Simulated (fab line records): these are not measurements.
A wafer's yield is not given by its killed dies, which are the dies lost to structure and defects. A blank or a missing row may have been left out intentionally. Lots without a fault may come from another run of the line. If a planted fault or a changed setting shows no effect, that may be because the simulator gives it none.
Chamber matching + flow sky130 + SKY_VIA4_CMP_02 on cmp-01: 4 sister chambers
The step polishes SiO2. 4 wafers are shown with their chamber, then 7 later ones without.

WAFERS PAIRED WITH THEIR CHAMBERS
| wafer  | chamber | motorCurrentA (A) |
|--------|---------|-------------------|
| L108.1 | 1       | 9.4               |
| L108.3 | 3       | 11.4              |
| L110.1 | 2       | 10.2              |
| L110.3 | 0       | 12.3              |

WAFERS WHOSE CHAMBER IS MISSING
| wafer  | motorCurrentA (A) |
|--------|-------------------|
| L110.6 | 10.1              |
| L118.2 | 12.2              |
| L118.4 | 10.0              |
| L118.5 | 10.2              |
| L120.3 | 12.8              |
| L120.4 | 10.4              |
| L120.6 | 12.8              |

EACH ONE'S CHAMBER
| wafer  | from the rows above     | in truth |
|--------|-------------------------|----------|
| L110.6 | 2                       | 2        |
| L118.2 | 0                       | 0        |
| L118.4 | can't be placed: 2 or 1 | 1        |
| L118.5 | 2                       | 2        |
| L120.3 | 0                       | 0        |
| L120.4 | 2                       | 2        |
| L120.6 | 0                       | 0        |
Correct placement for 6 of the 7. Can't be placed from these rows: 1 (the true chamber is among the candidates in 1). Placed wrongly: 0.
How it was worked out, from the rows above alone: a wafer's distance from a chamber is the root of the sum, over the readings, of the square of ((its reading less the chamber's mean) divided by the reading's scatter). The wafer belongs to the nearest chamber; if the next one is less than 2 further off, it can't be placed. For every chamber, the mean is computed from those of its wafers that are shown. The scatter: root of mean squared gap, hidden wafer to nearest shown wafer, with one shown wafer a chamber.
